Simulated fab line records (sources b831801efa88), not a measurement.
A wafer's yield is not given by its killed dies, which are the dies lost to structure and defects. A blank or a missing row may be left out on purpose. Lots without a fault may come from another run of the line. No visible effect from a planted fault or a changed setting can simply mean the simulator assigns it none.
Which tool did it? ; flow sky130 ; 24 lots with 72 wafers sampled at 4 steps, on a route of 708 steps

== WHAT THE GAUGES READ, wafer by wafer ==
SKY_FIELD_ISO_THK_MEAS_04.
lot;measured;on;FIELD_ISO_CVD_03_THK (nm)
L074;day 1 14:47;film_metro-01;163.7 164.1 164.4
L075;day 1 23:08;film_metro-03;163.9 163.2 162.6
L076;day 2 01:48;film_metro-04;164.6 165.1 165.0
L077;day 2 04:30;film_metro-01;163.9 164.4 163.7
L078;day 2 09:59;film_metro-01;164.9 164.1 164.5
L079;day 2 15:18;film_metro-04;164.0 162.7 164.1
L080;day 2 19:29;film_metro-04;163.3 165.1 165.0
L081;day 3 00:53;film_metro-01;167.0 165.8 165.6
L082;day 3 05:30;film_metro-01;165.1 163.2 165.2
L083;day 3 10:52;film_metro-03;163.3 165.0 164.8
L084;day 3 17:44;film_metro-01;167.7 168.4 166.7
L085;day 3 20:52;film_metro-03;164.1 163.6 162.5
L086;day 4 03:33;film_metro-01;166.2 167.1 166.6
L087;day 4 06:43;film_metro-03;163.9 164.6 163.9
L088;day 4 12:31;film_metro-01;166.0 166.9 166.9
L089;day 4 17:22;film_metro-03;164.9 164.9 166.0
L090;day 4 22:12;film_metro-04;166.7 166.8 166.0
L091;day 5 07:05;film_metro-03;169.3 168.2 168.5
L092;day 5 08:52;film_metro-03;165.7 164.4 166.2
L093;day 5 13:55;film_metro-03;167.3 167.2 166.5
L094;day 5 22:20;film_metro-04;165.5 166.3 164.9
L095;day 6 05:57;film_metro-03;166.1 166.1 166.3
L096;day 6 05:58;film_metro-04;167.7 167.6 166.5
L097;day 6 11:38;film_metro-03;165.7 167.3 167.4

SKY_NWELL_THK_MEAS_02.
lot;measured;on;NWELL_OXIDATION_THK (nm)
L074;day 2 11:32;film_metro-02;10.04 9.87 10.11
L075;day 2 19:59;film_metro-01;10.03 9.81 9.87
L076;day 2 23:21;film_metro-01;9.83 10.00 10.08
L077;day 3 03:15;film_metro-02;10.03 10.14 10.01
L078;day 3 11:07;film_metro-04;10.03 9.88 10.15
L079;day 3 16:47;film_metro-02;10.02 9.85 9.99
L080;day 3 17:40;film_metro-02;9.98 9.94 10.04
L081;day 4 01:04;film_metro-01;9.80 9.60 9.63
L082;day 4 04:16;film_metro-02;9.65 9.93 9.91
L083;day 4 09:49;film_metro-02;9.98 9.93 9.91
L084;day 4 16:55;film_metro-04;9.76 9.94 9.90
L085;day 4 20:58;film_metro-02;9.87 9.81 9.69
L086;day 5 07:02;film_metro-04;9.93 9.84 10.03
L087;day 5 07:02;film_metro-02;10.05 9.86 9.99
L088;day 5 14:48;film_metro-01;9.97 9.90 9.93
L089;day 6 06:37;film_metro-04;9.90 9.93 9.70
L090;day 6 12:32;film_metro-04;9.79 9.66 9.82
L091;day 6 16:18;film_metro-01;10.10 9.93 10.13
L092;day 6 16:18;film_metro-04;10.09 9.93 9.77
L093;day 6 18:57;film_metro-01;10.13 9.93 9.92
L094;day 7 01:59;film_metro-02;9.93 9.96 9.83
L095;day 7 09:02;film_metro-04;10.11 9.99 9.91
L096;day 7 09:03;film_metro-01;9.66 9.64 9.75
L097;day 7 13:51;film_metro-01;9.91 10.13 10.00

SKY_SPACER_THK_MEAS_01.
lot;measured;on;SPACER_CVD_00_THK (nm)
L074;day 22 23:06;film_metro-02;43.0 42.9 43.1
L075;day 23 11:56;film_metro-02;43.0 43.0 43.3
L076;day 23 11:55;film_metro-04;42.7 42.8 42.8
L077;day 24 01:23;film_metro-04;43.1 43.3 43.6
L078;day 24 15:40;film_metro-01;43.6 43.2 43.2
L079;day 24 19:04;film_metro-01;43.1 42.6 42.9
L080;day 24 22:44;film_metro-02;42.9 43.0 43.2
L081;day 25 07:35;film_metro-02;43.2 43.4 43.4
L082;day 25 20:30;film_metro-02;42.8 43.2 43.1
L083;day 26 05:25;film_metro-01;43.5 43.3 42.8
L084;day 26 14:13;film_metro-02;43.7 43.5 43.3
L085;day 26 19:01;film_metro-04;43.0 43.0 43.2
L086;day 27 08:28;film_metro-02;42.3 42.4 42.4
L087;day 27 13:46;film_metro-01;43.2 43.3 43.7
L088;day 28 02:47;film_metro-01;43.6 43.2 43.1
L089;day 29 03:07;film_metro-01;43.3 43.2 43.6
L090;day 29 06:12;film_metro-02;42.8 42.9 42.9
L091;day 30 07:13;film_metro-02;43.2 42.8 42.8
L092;day 29 14:13;film_metro-04;43.4 43.4 43.2
L093;day 30 07:17;film_metro-02;43.1 43.1 42.8
L094;day 30 07:17;film_metro-04;42.6 42.9 42.6
L095;day 30 15:37;film_metro-02;42.7 42.5 42.9
L096;day 30 14:25;film_metro-02;42.8 43.0 42.9
L097;day 30 22:02;film_metro-04;43.5 43.5 43.2

SKY_VIA1_OVL_MEAS_13.
lot;measured;on;VIA1_OVL (nm)
L074;day 34 04:11;overlay-02;-2 -2 3
L075;day 34 12:19;overlay-02;-1 -3 -4
L076;day 34 11:58;overlay-01;-15 -2 -5
L077;day 34 17:41;overlay-02;5 7 -3
L078;day 35 13:02;overlay-02;2 -9 -1
L079;day 35 13:41;overlay-02;-11 -5 0
L080;day 35 18:36;overlay-01;-1 1 -5
L081;day 35 21:39;overlay-01;-8 -10 -7
L082;day 36 15:39;overlay-02;1 3 -3
L083;day 36 21:53;overlay-01;4 2 -2
L084;day 37 01:14;overlay-01;2 1 4
L085;day 37 09:53;overlay-01;-2 -4 0
L086;day 37 20:59;overlay-01;0 -1 0
L087;day 38 02:10;overlay-01;5 6 2
L088;day 38 10:38;overlay-02;-6 -7 -11
L089;day 39 09:23;overlay-02;0 -3 6
L090;day 39 13:22;overlay-02;-8 -3 -5
L091;day 40 10:20;overlay-01;5 0 8
L092;day 39 18:44;overlay-01;-1 -2 -1
L093;day 40 12:35;overlay-01;-2 5 4
L094;day 40 11:18;overlay-02;2 -2 -7
L095;day 40 17:55;overlay-01;-5 -3 -13
L096;day 40 17:06;overlay-01;6 8 6
L097;day 40 22:32;overlay-02;-5 -1 1

== WHAT TOOL EACH LOT RAN ON (gives the tool, then ch and the chambers of the sampled wafers, and finally the start) ==
There is no process step in the record ahead of these readings.

== WHAT THE TOOLS THEMSELVES READ (means of the sampled wafers that have a number; where no wafer has one, the mark that the record gives instead) ==
The record holds no such reading with a usual standard deviation.

== THE ANSWER, worked out from the rows above alone ==
Rule: the usual values come from the lots themselves. Put in order of their means at a reading, lots are off if they are a third of the lots or fewer, leave a main group of 4 or more, and stand apart from it by a gap of 3 or more times the standard deviation of the main group's means; of several such gaps the widest counts. If all means in a main group match to the digits the tables above print for the reading, that group is not used. A lot without any number at a reading at which 4 lots or more have one is off too. Any other lot the step has rows for is counted as sound. Order of review: gauges by route order, followed by the tools' own readings, for which a lot's mean as printed above is used. The first step at which some lot is off is used, and at that step the reading that is off furthest; a lot without a number counts as furthest.
Nothing can be told from this: no lot is off at any reading shown.

== WHAT WAS PUT IN BY THE SIMULATOR ==
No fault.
